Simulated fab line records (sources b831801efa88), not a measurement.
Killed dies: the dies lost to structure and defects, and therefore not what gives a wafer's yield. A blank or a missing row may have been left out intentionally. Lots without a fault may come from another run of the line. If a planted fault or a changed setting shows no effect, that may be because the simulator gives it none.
Comparing a struck lot with a sound one -- flow sky130 -- 16 out of 708 route steps
Sound: these wafers, L973.1, L973.3, L973.6. Wafers L988.2, L988.4, L988.6 were the ones struck. Last of all comes the cause.
Order at every step that has rows: each side's tool, ch and its chambers, its first start. Under that, the readings that differ: sound wafers -- struck wafers -- difference of the means -- sigmas: that difference in standard deviations of wafers without a fault.
alike: same words and numbers on both sides, and readings whose means sit less than 2 such deviations apart. not compared: any withheld reading, any reading some wafer has no value for, any bound like >300 that may hide the same value, and any number with overlapping values for which the record gives no deviation.
A row with sigmas, a row that says differs or no value, or rows on one side alone: a step with any of these is where the two part. Numbers that have no deviation but don't overlap get no sigmas and don't part them. Lack of a reading on every wafer of one side parts them only where that side has two or more wafers.

first, 1 step without rows for these wafers: SKY_VT_ADJUST_NCORE_DEVELOP_06 (develop time 57.27 s).
SKY_VT_ADJUST_NCORE_CD_MEAS_07 targets a cd of 380 nm.
  struck on cd-sem-02, day 13 22:17; sound on cd-sem-01, day 9 07:04
  alike: cd-nm
SKY_VT_ADJUST_NCORE_OVL_MEAS_08:
  struck on overlay-01, day 13 22:23; sound on overlay-01, day 9 07:11
reading,sound,struck,difference,sigmas
VT_ADJUST_NCORE_OVL (nm),2.0 2.1 0.9,-1.4 -1.0 -1.0,-2.8,-2
after that, 1 step had no rows for these wafers: SKY_VT_ADJUST_NCORE_IMPLANT_09.
SKY_VT_ADJUST_NCORE_STRIP_10: strips in O2/N2.
  sound on plasma-asher-03 ch 0,1, day 9 07:22; struck on plasma-asher-04 ch 0,1, day 13 22:34
  alike: drypump-motor-current-A, oes-product-au, strip-time-to-endpoint-s
  not compared: rf-hours-counter-h
SKY_VT_ADJUST_NCORE_TW_MEAS_11:
  struck on film-metro-04, day 13 22:40; sound on film-metro-04, day 9 07:28
  alike: VT_ADJUST_NCORE_TW
then, 6 steps without rows for these wafers: SKY_VT_ADJUST_HVTR_DEHYDRATE_00 (time 60 s); SKY_VT_ADJUST_HVTR_HMDS_01 (prime time 60 s); SKY_VT_ADJUST_HVTR_COAT_02 (resist thk 1140 nm); SKY_VT_ADJUST_HVTR_SOFTBAKE_03 (time 60 s); SKY_VT_ADJUST_HVTR_EXPOSE_04 (exposes mask HVTRM, target cd 380 nm); SKY_VT_ADJUST_HVTR_PEB_05.
SKY_VT_ADJUST_HVTR_DEVELOP_06: develop time 60 s.
  sound on litho-track-01 ch 0, day 10 05:20; struck on litho-track-04 ch 0, day 15 00:41
  alike: exhaust-pa, resist-line-temp-C
SKY_VT_ADJUST_HVTR_CD_MEAS_07 targets a cd of 380 nm.
  struck on cd-sem-02, day 15 01:07; sound on cd-sem-02, day 10 05:29
reading,sound,struck,difference,sigmas
cd-nm (nm),379.7 377.4 379.8,364.7 366.0 367.3,-13.0,-4
  not compared: hold
SKY_VT_ADJUST_HVTR_OVL_MEAS_08:
  struck on overlay-01, day 15 07:54; sound on overlay-01, day 10 05:36
reading,sound,struck,difference,sigmas
hold,- - -,await-dispo/6.7h/release await-dispo/6.7h/release await-dispo/6.7h/release,no value on the sound wafers,
  alike: VT_ADJUST_HVTR_OVL
-- here the record skips 35 days between the struck wafers' starts before and after, leaving off in module VT_ADJUST_HVTR and picking up in module PAD_OPEN (first step shown: number 708 of the route) --
SKY_PAD_OPEN_PROBE_99:
  only the struck wafers here have rows in the record (prober-02, day 50 01:03); the sound ones have none

WHERE THEY PART
Last at SKY_PAD_OPEN_PROBE_99 as far as this record goes, first at SKY_VT_ADJUST_NCORE_OVL_MEAS_08.

WHY: the cause the simulator had injected
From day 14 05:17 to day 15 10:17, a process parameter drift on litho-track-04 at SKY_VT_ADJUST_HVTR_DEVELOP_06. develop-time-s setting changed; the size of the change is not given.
